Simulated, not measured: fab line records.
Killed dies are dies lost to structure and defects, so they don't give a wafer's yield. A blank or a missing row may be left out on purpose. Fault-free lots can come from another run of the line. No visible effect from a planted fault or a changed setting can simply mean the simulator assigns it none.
Matching of chambers ; flow gf180mcu ; GF_PASSIVATION_CVD_02 on pecvd-04 has 3 sister chambers
The step deposits Si3N4, target thk 700 nm, time 486.18 s. 3 wafers are shown with their chamber, then 12 later ones without.

WAFERS WITH THEIR CHAMBER
wafer;chamber;heater_power_outer_w (W)
L087.1;0;457
L087.3;2;329
L087.5;1;438

WAFERS WITHOUT THEIR CHAMBER
wafer;heater_power_outer_w (W)
L090.2;494
L090.3;318
L090.4;382
L091.2;551
L091.4;510
L091.5;437
L092.3;424
L092.4;333
L092.6;452
L093.1;501
L093.4;388
L093.6;546

WHICH CHAMBER EACH WENT THROUGH
wafer;from the rows above;in truth
L090.2;can't be placed: 0 or 1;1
L090.3;2;2
L090.4;can't be placed: 2 or 1 or 0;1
L091.2;can't be placed: 0 or 1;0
L091.4;can't be placed: 0 or 1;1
L091.5;can't be placed: 1 or 0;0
L092.3;can't be placed: 1 or 0 or 2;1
L092.4;2;2
L092.6;can't be placed: 0 or 1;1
L093.1;can't be placed: 0 or 1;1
L093.4;can't be placed: 1 or 2 or 0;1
L093.6;can't be placed: 0 or 1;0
2 of 12 placed correctly. Can't be placed from these rows: 10 (the true chamber is among the candidates in 10). Placed wrongly: 0.
How it was worked out, from the rows above alone: a wafer's distance from a chamber is the root of the sum, over the readings, of the square of ((its reading less the chamber's mean) divided by the reading's scatter). If the next closest chamber is less than 2 further off than the closest, the wafer can't be placed; otherwise it belongs to the closest. A chamber's mean is the mean of its shown wafers. The scatter: root of mean squared gap, hidden wafer to nearest shown wafer, with one shown wafer a chamber.
